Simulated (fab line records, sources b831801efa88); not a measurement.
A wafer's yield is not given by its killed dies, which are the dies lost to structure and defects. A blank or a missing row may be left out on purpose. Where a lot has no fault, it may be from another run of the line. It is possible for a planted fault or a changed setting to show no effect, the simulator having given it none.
One fault seen from 2 desks	flow sfqLine	what lay behind the numbers comes last; until then each desk has only its own

THE METROLOGY DESK
Lot by lot, what the gauges showed, no matter which tool ran the lot: averages of those sampled wafers that carry a number. Marked OUT: a lot whose mean sits more than 4 standard deviations from the usual mean, which makes it out of limits; the brackets give that distance.
Columns: A = I2_BOW at SFQ_I2_BOW_MEAS_917, usual 0 um; B = M8_OVL at SFQ_M8_OVL_MEAS_948, usual -1 nm
lot	first seen here	A	B
L754	day 20 13:49	-2	-7
L755	day 20 19:49	8	-3
L756	day 21 01:06	5	2
L757	day 21 07:06	-3	-3
L758	day 21 11:45	6	2
L760	day 22 05:21	10	-9
L761	day 22 17:20	-4	0
L763	day 23 23:11	3	-8
L768	day 25 19:44	13	0
L773	day 27 15:29	5	0
L775	day 28 00:29	-9	7
L776	day 28 11:02	6	8
L777	day 28 14:00	6	3
This desk's finding: nothing out of limits on any of the 13 lots.

DESK OF THE TOOL OWNER: cmp-02
The tool's own readings at SFQ_TRILAYER_I6_CMP_CMP_166 (polishes SiO2): means of the sampled wafers that have a number, for each lot that ran on this tool. Marked OUT: a lot whose mean sits more than 4 standard deviations from the usual mean, which makes it out of limits; the brackets give that distance.
Columns: A = motorCurrentA at SFQ_TRILAYER_I6_CMP_CMP_166, usual 9.8 A; B = timeToEndpointS at SFQ_TRILAYER_I6_CMP_CMP_166, usual 215 s
lot	first seen here	A	B
L754	day 58 22:04	9.2	211
L755	day 59 05:04	9.9	220
L756	day 59 07:04	10.1	212
L758	day 60 16:38	10.1	206
L760	day 61 02:39	10.6	211
L761	day 61 05:39	9.3	211
L763	day 61 18:20	9.2	194
L768	day 63 03:57	9.8	212
L776	day 65 19:49	10.4	231
L777	day 65 22:46	10.1	222
This desk's finding: nothing out of limits on any of the 10 lots.

ALL TOGETHER
From the metrology desk's view, nothing was out of limits.
The tool owner's desk saw nothing out of limits.

WHAT WAS PUT IN BY THE SIMULATOR
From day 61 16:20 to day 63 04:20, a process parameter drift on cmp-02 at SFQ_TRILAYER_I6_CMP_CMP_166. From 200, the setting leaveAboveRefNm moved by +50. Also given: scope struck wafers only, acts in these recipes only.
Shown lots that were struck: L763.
